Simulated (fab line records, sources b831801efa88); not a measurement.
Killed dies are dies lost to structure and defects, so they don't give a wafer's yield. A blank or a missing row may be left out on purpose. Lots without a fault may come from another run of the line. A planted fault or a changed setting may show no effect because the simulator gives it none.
One fault seen from 2 desks | flow gf180mcu | each desk has only its own numbers; what lay behind them comes last

THE TOOL OWNER'S DESK: pvd_sputter-02
The tool's own readings at GF_TOP_METAL_SPUTTER_01 (material TiN, target thk 30 nm, time 25 s): means of the sampled wafers that have a number, for each lot that ran on this tool. A lot is out of limits, marked OUT, if its mean lies more than 4 standard deviations from the usual mean; the brackets give that distance.
Columns: A = chamber_pressure_pa at GF_TOP_METAL_SPUTTER_01, usual 0.3999 Pa; B = throttle_valve_pct at GF_TOP_METAL_SPUTTER_01, usual 29.9 %
lot  | first seen here | A                 | B
L202 | day 27 22:01    | 0.4002            | 30.1
L213 | day 30 21:13    | 0.3953 (-5.3) OUT | 29.8
This desk's finding: out of limits on L213; first on L213, day 30 21:13 (chamber_pressure_pa at GF_TOP_METAL_SPUTTER_01). In limits: L202.

THE METROLOGY DESK
What the gauges read, lot by lot, whatever tool the lot ran on: means of the sampled wafers that have a number. A lot is out of limits, marked OUT, if its mean lies more than 4 standard deviations from the usual mean; the brackets give that distance.
Columns: A = PASSIVATION_CVD_00_THK at GF_PASSIVATION_THK_MEAS_01, usual 999 nm
lot  | first seen here | A
L201 | day 28 07:56    | 1002
L200 | day 28 10:48    | 996
L202 | day 28 22:56    | 986
L205 | day 29 17:56    | 991
L213 | day 31 16:04    | 1000
L216 | day 32 18:49    | 1002
L217 | day 32 21:09    | 990
L218 | day 33 01:55    | 994
L220 | day 33 14:19    | 994
L221 | day 33 19:12    | 988
L222 | day 33 22:58    | 1010
L223 | day 34 09:47    | 996
This desk's finding: nothing out of limits on any of the 12 lots.

PUT TOGETHER
The tool owner's desk could have raised an alarm at day 30 21:13, on L213.
The metrology desk saw nothing out of limits.
The metrology desk has L213 on record, within its limits.
Of the lots named, all ran GF_TOP_METAL_SPUTTER_01 on pvd_sputter-02.

WHAT THE SIMULATOR HAD PUT IN
Process parameter drift: pvd_sputter-02, from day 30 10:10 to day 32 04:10, at GF_TOP_METAL_SPUTTER_01. Setting chamber_pressure_pa, moved by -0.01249, from 0.4. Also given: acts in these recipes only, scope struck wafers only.
Lots struck among those shown: L213.
Hours from the fault's start to each desk's first reading out of limits: the tool owner's desk, 11.
